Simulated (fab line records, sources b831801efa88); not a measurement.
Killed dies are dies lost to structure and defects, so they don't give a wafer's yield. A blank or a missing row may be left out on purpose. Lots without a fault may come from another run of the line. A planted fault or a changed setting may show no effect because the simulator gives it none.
A struck lot beside a sound one | flow sky130 | 45 steps out of a route of 708
Sound: wafers L425.1, L425.2, L425.3. Struck: wafers L433.1, L433.3, L433.4. The cause comes at the end.
At each step with rows: each side's tool, then ch and its chambers, then its first start. Under that, the readings that differ: sound wafers | struck wafers | difference of the means | sigmas: that difference in standard deviations of wafers without a fault.
alike: readings whose means differ by less than 2 such deviations, and words and numbers that are the same on both sides. not compared: withheld readings, readings that some wafer has no value for, bounds like >300 that may hide the same value, and numbers for which the record gives no deviation and whose values overlap.
The two part at a step that has a row with sigmas, a row that says differs or no value, or rows on one side only. Numbers that don't overlap but have no deviation are shown without sigmas and don't part them. A reading that every wafer of one side lacks parts them only if that side has two wafers or more.

first, 5 steps without rows for these wafers: SKY_LDD_P_COAT_02 (resist thk 1140 nm); SKY_LDD_P_SOFTBAKE_03 (time 60 s); SKY_LDD_P_EXPOSE_04 (exposes mask PSDM, target cd 380 nm); SKY_LDD_P_PEB_05; SKY_LDD_P_DEVELOP_06 (develop time 60 s).
SKY_LDD_P_CD_MEAS_07: target cd 380 nm.
  sound on cd_sem-02, day 19 16:02; struck on cd_sem-02, day 23 08:17
  alike: cd_nm
SKY_LDD_P_OVL_MEAS_08:
  sound on overlay-01, day 19 16:09; struck on overlay-02, day 23 08:24
  alike: LDD_P_OVL
then, 1 step without rows for these wafers: SKY_LDD_P_IMPLANT_09.
SKY_LDD_P_STRIP_10: strips in O2/N2.
  sound on plasma_asher-01 ch 0,1, day 19 16:20; struck on plasma_asher-01 ch 0,1, day 23 08:35
  alike: drypump_motor_current_A, oes_product_au, strip_time_to_endpoint_s
  not compared: rf_hours_counter_h
SKY_LDD_P_TW_MEAS_11:
  sound on film_metro-02, day 19 16:26; struck on film_metro-03, day 23 08:41
  alike: LDD_P_TW
then, 2 steps without rows for these wafers: SKY_LDD_HVN_DEHYDRATE_00 (time 60 s); SKY_LDD_HVN_HMDS_01 (prime time 60 s).
SKY_LDD_HVN_COAT_02: resist thk 300 nm.
  sound on litho_track-03 ch 0, day 20 07:55; struck on litho_track-01, day 23 23:44
  no value came back on the struck wafers for chill_plate_temp_C (C), dispense_pressure_kPa (kPa); on the sound wafers chill_plate_temp_C (C) reads 23.21 23.01 22.97
then, 4 steps without rows for these wafers: SKY_LDD_HVN_SOFTBAKE_03 (time 60 s); SKY_LDD_HVN_EXPOSE_04 (exposes mask HVNTM, target cd 700 nm); SKY_LDD_HVN_PEB_05; SKY_LDD_HVN_DEVELOP_06 (develop time 60 s).
SKY_LDD_HVN_OVL_MEAS_07:
  sound on overlay-01, day 20 22:50; struck on overlay-02, day 24 14:17
  reading          | sound         | struck | difference                    | sigmas
  LDD_HVN_OVL (nm) | -1.4 -0.5 0.8 | - - -  | no value on the struck wafers |
then, 1 step without rows for these wafers: SKY_LDD_HVN_IMPLANT_08.
SKY_LDD_HVN_STRIP_09: strips in O2/N2.
  sound on plasma_asher-01 ch 0,1, day 20 23:01; struck on plasma_asher-04 ch 0,1, day 24 14:28
  no value came back on the struck wafers for oes_product_au (a.u.), strip_time_to_endpoint_s (s); on the sound wafers oes_product_au (a.u.) reads 0.407 0.403 0.411
  alike: drypump_motor_current_A
  not compared: rf_hours_counter_h
SKY_LDD_HVN_TW_MEAS_10:
  sound on film_metro-04, day 20 23:07; struck on film_metro-04, day 24 14:34
  alike: LDD_HVN_TW
then, 7 steps without rows for these wafers: SKY_LDD_HVP_DEHYDRATE_00 (time 60 s); SKY_LDD_HVP_HMDS_01 (prime time 60 s); SKY_LDD_HVP_COAT_02 (resist thk 300 nm); SKY_LDD_HVP_SOFTBAKE_03 (time 60 s); SKY_LDD_HVP_EXPOSE_04 (exposes mask HVPTM, target cd 700 nm); SKY_LDD_HVP_PEB_05; SKY_LDD_HVP_DEVELOP_06 (develop time 60 s).
SKY_LDD_HVP_OVL_MEAS_07:
  sound on overlay-02, day 22 04:43; struck on overlay-01, day 25 20:10
  alike: LDD_HVP_OVL
then, 1 step without rows for these wafers: SKY_LDD_HVP_IMPLANT_08.
SKY_LDD_HVP_STRIP_09: strips in O2/N2.
  sound on plasma_asher-02 ch 0,1, day 22 04:54; struck on plasma_asher-01 ch 0,1, day 25 20:21
  alike: drypump_motor_current_A, oes_product_au, strip_time_to_endpoint_s
  not compared: rf_hours_counter_h
SKY_LDD_HVP_TW_MEAS_10:
  sound on film_metro-03, day 22 05:00; struck on film_metro-03, day 25 20:27
  reading    | sound       | struck         | difference | sigmas
  LDD_HVP_TW | 452 452 455 | 1440 1442 1441 | +988       | +99 or more
then, 7 steps without rows for these wafers: SKY_LDD_LDN_DEHYDRATE_00 (time 60 s); SKY_LDD_LDN_HMDS_01 (prime time 60 s); SKY_LDD_LDN_COAT_02 (resist thk 1140 nm); SKY_LDD_LDN_SOFTBAKE_03 (time 60 s); SKY_LDD_LDN_EXPOSE_04 (exposes mask LDNTM, target cd 700 nm); SKY_LDD_LDN_PEB_05; SKY_LDD_LDN_DEVELOP_06 (develop time 60 s).
SKY_LDD_LDN_OVL_MEAS_07:
  sound on overlay-02, day 23 10:55; struck on overlay-02, day 27 01:07
  alike: LDD_LDN_OVL
then, 2 steps without rows for these wafers: SKY_LDD_LDN_IMPLANT_08; SKY_LDD_LDN_IMPLANT_09.
SKY_LDD_LDN_TW_MEAS_13:
  sound on film_metro-02, day 23 11:39; struck on film_metro-02, day 27 01:52
  reading    | sound          | struck         | difference | sigmas
  LDD_LDN_TW | 1436 1430 1435 | 1764 1761 1764 | +329       | +13
-- the record jumps here: 3 days lie between the struck wafers' starts before and after (it left off in module LDD_LDN and takes up again in module RES_XHIGH, whose first step shown is number 341 of the route) --
SKY_RES_XHIGH_TW_MEAS_09:
  sound on film_metro-04, day 27 06:01; struck on film_metro-01, day 30 13:13
  reading      | sound          | struck         | difference | sigmas
  RES_XHIGH_TW | 1673 1664 1667 | 1913 1920 1914 | +248       | +17
-- the record jumps here: 18 days lie between the struck wafers' starts before and after (it left off in module RES_XHIGH and takes up again in module PAD_OPEN, whose first step shown is number 708 of the route) --
SKY_PAD_OPEN_PROBE_99:
  the record has rows for the struck wafers here (prober-02, day 48 08:14) and none for the sound ones

WHERE THEY PART
First at SKY_LDD_HVN_COAT_02; last, within this record, at SKY_PAD_OPEN_PROBE_99.

WHY: what the simulator had put in
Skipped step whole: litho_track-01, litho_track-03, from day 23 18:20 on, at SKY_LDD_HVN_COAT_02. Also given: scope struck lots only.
